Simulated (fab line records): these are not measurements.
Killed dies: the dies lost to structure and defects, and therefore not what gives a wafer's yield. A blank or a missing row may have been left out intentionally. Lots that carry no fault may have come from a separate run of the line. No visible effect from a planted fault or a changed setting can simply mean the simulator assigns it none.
Chamber matching :: flow sky130 :: 4 sister chambers for SKY_VIA3_CMP_02 on cmp-01
The step polishes SiO2. 14 wafers are shown with their chamber, then 7 later ones without.

WAFERS, EACH WITH ITS CHAMBER
wafer: L127.1
chamber: 1
motor-current-A (A): 11.6

wafer: L127.4
chamber: 3
motor-current-A (A): 11.6

wafer: L127.6
chamber: 0
motor-current-A (A): 10.6

wafer: L129.3
chamber: 2
motor-current-A (A): 11.5

wafer: L129.4
chamber: 0
motor-current-A (A): 11.4

wafer: L129.6
chamber: 1
motor-current-A (A): 11.6

wafer: L130.1
chamber: 0
motor-current-A (A): 11.6

wafer: L130.5
chamber: 3
motor-current-A (A): 12.3

wafer: L130.6
chamber: 2
motor-current-A (A): 11.5

wafer: L131.2
chamber: 1
motor-current-A (A): 12.4

wafer: L131.3
chamber: 3
motor-current-A (A): 12.0

wafer: L131.6
chamber: 3
motor-current-A (A): 11.8

wafer: L132.3
chamber: 2
motor-current-A (A): 11.1

wafer: L132.4
chamber: 0
motor-current-A (A): 10.8

SIGNATURES (averages over the wafers above)
reading: motor-current-A
chamber 0: 11.100
chamber 1: 11.867
chamber 2: 11.367
chamber 3: 11.925
scatter within a chamber: 0.385
Rule: for a wafer and a chamber, the distance is found by dividing, reading by reading, the gap between the wafer's reading and the chamber's mean by the reading's scatter, squaring, summing and taking the root. If the next closest chamber is less than 2 further off than the closest, the wafer can't be placed; otherwise it belongs to the closest. The scatter: take each reading less its chamber's mean, square it, sum over the shown wafers, divide by the number of wafers less the number of chambers, and take the root.

WAFERS WHOSE CHAMBER IS MISSING
wafer: L132.5
motor-current-A (A): 10.9

wafer: L147.1
motor-current-A (A): 10.8

wafer: L147.2
motor-current-A (A): 12.0

wafer: L147.5
motor-current-A (A): 11.1

wafer: L149.3
motor-current-A (A): 12.4

wafer: L149.4
motor-current-A (A): 11.2

wafer: L149.6
motor-current-A (A): 12.3

WHICH CHAMBER EACH ONE RAN IN
wafer: L132.5
from the rows above: can't be placed: 0 or 2 or 1
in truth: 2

wafer: L147.1
from the rows above: can't be placed: 0 or 2 or 1
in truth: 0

wafer: L147.2
from the rows above: can't be placed: 3 or 1 or 2
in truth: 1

wafer: L147.5
from the rows above: can't be placed: 0 or 2 or 1
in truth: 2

wafer: L149.3
from the rows above: can't be placed: 3 or 1 or 2
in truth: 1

wafer: L149.4
from the rows above: can't be placed: 0 or 2 or 1 or 3
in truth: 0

wafer: L149.6
from the rows above: can't be placed: 3 or 1 or 2
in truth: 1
Placed correctly: 0 of 7. Unplaceable from these rows: 7, with the true chamber sitting among the candidates in 7. 0 placed wrongly.
